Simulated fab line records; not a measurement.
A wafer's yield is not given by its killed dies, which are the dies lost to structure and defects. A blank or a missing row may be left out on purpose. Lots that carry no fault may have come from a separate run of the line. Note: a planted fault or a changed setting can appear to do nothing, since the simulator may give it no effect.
Split-lot experiment -- flow sky130 -- 23 wafers read across 5 lots, on a route 708 steps long

THE SPLIT
At SKY_VT_ADJUST_NCORE_SOFTBAKE_03 (time 60 s), the setting tempC was moved away from the recipe's 90 C on 5 of the 23 wafers read, by -2.8% to +2.6%. This setting was run at the recipe's value on the other wafers.

FROM THE SPLIT TO THE READING: what the file shows between them, 2 steps
- SKY_VT_ADJUST_NCORE_EXPOSE_04: exposes mask LVTN COMPLEMENT THIN, target cd 380 nm
- SKY_VT_ADJUST_NCORE_PEB_05

THE READING
NOVOLAK_of_VT_ADJUST_NCORE_COAT_02.thkNm (the simulator's own value, which no gauge read), in nm, at SKY_VT_ADJUST_NCORE_DEVELOP_06 (develop time 57.71 s). The file does not state a usual value for it. Here, 18 wafers ran the recipe; their average is 1140 nm with a standard deviation of 4.6 nm.

wafer,"tool, chamber at the split","tempC as run, C",against the recipe,"NOVOLAK_of_VT_ADJUST_NCORE_COAT_02.thkNm, nm",against lot-mates on the recipe
L074.1,"lithoTrack-04, 0",90,recipe,1148,-
L074.2,"lithoTrack-04, 0",90,recipe,1147,-
L074.3,"lithoTrack-04, 0",90,recipe,1143,-
L074.4,"lithoTrack-04, 0",90,recipe,1144,-
L074.5,"lithoTrack-04, 0",90,recipe,1145,-
L076.1,"lithoTrack-03, 0",90,recipe,1137,-
L076.5,"lithoTrack-03, 0",90,recipe,1137,-
L076.2,"lithoTrack-03, 0",92.33,+2.6%,1126,-10
L076.3,"lithoTrack-03, 0",90,recipe,1133,-
L076.6,"lithoTrack-03, 0",92.33,+2.6%,1130,-6
L079.1,"lithoTrack-03, 0",90,recipe,1132,-
L079.3,"lithoTrack-03, 0",90,recipe,1133,-
L079.5,"lithoTrack-03, 0",90,recipe,1135,-
L082.1,"lithoTrack-02, 0",87.47,-2.8%,1151,+11
L082.2,"lithoTrack-02, 0",90,recipe,1141,-
L082.4,"lithoTrack-02, 0",87.47,-2.8%,1149,+9
L082.5,"lithoTrack-02, 0",90,recipe,1139,-
L082.6,"lithoTrack-02, 0",87.47,-2.8%,1147,+7
L084.1,"lithoTrack-03, 0",90,recipe,1138,-
L084.2,"lithoTrack-03, 0",90,recipe,1142,-
L084.5,"lithoTrack-03, 0",90,recipe,1142,-
L084.4,"lithoTrack-03, 0",90,recipe,1141,-
L084.6,"lithoTrack-03, 0",90,recipe,1140,-

THE FIT
A straight line over all 23 wafers: NOVOLAK_of_VT_ADJUST_NCORE_COAT_02.thkNm changes by -3.77 nm for each +1% of tempC; r = -0.75; the points scatter about the line by 4.4 nm.
The same after taking each lot's own level away (the mean of its wafers on the recipe; 23 wafers): -3.11 nm for each +1%; r = -0.92; scatter 1.7 nm.
That fit puts the effect of the largest move of tempC on the reading at 8.7 nm.
Across the lots, their own levels run from 1133.3 to 1145.4 nm, a range of 2.6 times the standard deviation given above.
So the lot-to-lot level blurs the effect unless lot-mates are compared.
Check: +8.12 nm against its lot-mates is what the line predicts for one of the wafers moved furthest among these (-2.8%) when that wafer is left out of the fit. It came out at +11 nm against them.

OTHER SPLITS ON THESE WAFERS
Note: prior to the reading, these wafers also went through further splits. Each is held against what the fit with the lots' levels taken away leaves over:
other split on the same wafers,wafers away from the commonest value,r with NOVOLAK_of_VT_ADJUST_NCORE_COAT_02.thkNm (lot level and that fit taken away)
SKY_FIELD_ISO_OXIDATION_01 tempC,15,+0.02
SKY_FIELD_ISO_ETCH_15 timeS,4,-0.09
SKY_FIELD_ISO_OXIDATION_22 oxTimeS,10,+0.00
SKY_NWELL_OXIDATION_01 tempC,5,+0.03
SKY_PWDE_SOFTBAKE_03 tempC,7,-0.02
SKY_NWELL_COAT_05 spinRpm,7,-0.24
SKY_NWELL_IMPLANT_13 energyKev,8,+0.07
SKY_NWELL_COAT_18 resistThkNm,9,+0.09
SKY_NWELL_IMPLANT_24 doseCm2,12,-0.30

THE FILE'S OWN FIT
NOVOLAK_of_VT_ADJUST_NCORE_COAT_02.thkNm changes by -3.04 nm for each +1% of tempC, r = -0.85.
